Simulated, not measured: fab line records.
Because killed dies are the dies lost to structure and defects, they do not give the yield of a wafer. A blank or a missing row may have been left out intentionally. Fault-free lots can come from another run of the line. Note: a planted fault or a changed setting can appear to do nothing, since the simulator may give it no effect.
Chamber matching -- flow sky130 -- cmp-02 running SKY_CONTACT_CMP_04: 4 sister chambers
The step polishes SiO2. 4 wafers are shown with their chamber, then 12 later ones without.

WAFERS WITH THEIR CHAMBER
wafer,chamber,motor current A (A)
L087.6,3,10.7
L089.1,1,12.0
L089.4,0,12.5
L089.6,2,14.0

WAFERS WITH NO CHAMBER GIVEN
wafer,motor current A (A)
L091.2,11.9
L091.5,12.1
L091.6,12.6
L093.2,11.0
L093.4,9.9
L093.6,11.6
L094.2,12.5
L094.5,11.5
L094.6,12.0
L096.3,12.3
L096.4,12.8
L096.6,10.9

THE CHAMBER EACH PASSED THROUGH
wafer,from the rows above,in truth
L091.2,can't be placed: 1 or 0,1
L091.5,can't be placed: 1 or 0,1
L091.6,can't be placed: 0 or 1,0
L093.2,3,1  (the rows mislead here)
L093.4,3,3
L093.6,can't be placed: 1 or 0 or 3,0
L094.2,can't be placed: 0 or 1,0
L094.5,can't be placed: 1 or 3 or 0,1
L094.6,can't be placed: 1 or 0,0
L096.3,can't be placed: 0 or 1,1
L096.4,can't be placed: 0 or 1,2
L096.6,3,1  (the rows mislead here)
Correct placement for 1 of the 12. Not placeable from these rows: 9 (in 8, the candidates include the true chamber). Number placed wrongly: 2.
How it was worked out, from the rows above alone: a wafer's distance from a chamber is the root of the sum, over the readings, of the square of ((its reading less the chamber's mean) divided by the reading's scatter). The wafer belongs to the nearest chamber; if the next one is less than 2 further off, it can't be placed. Each chamber's mean is taken over the wafers shown for it. The scatter (one wafer shown for each chamber): square how far every hidden wafer sits from the nearest shown wafer, average those squares and take the square root.
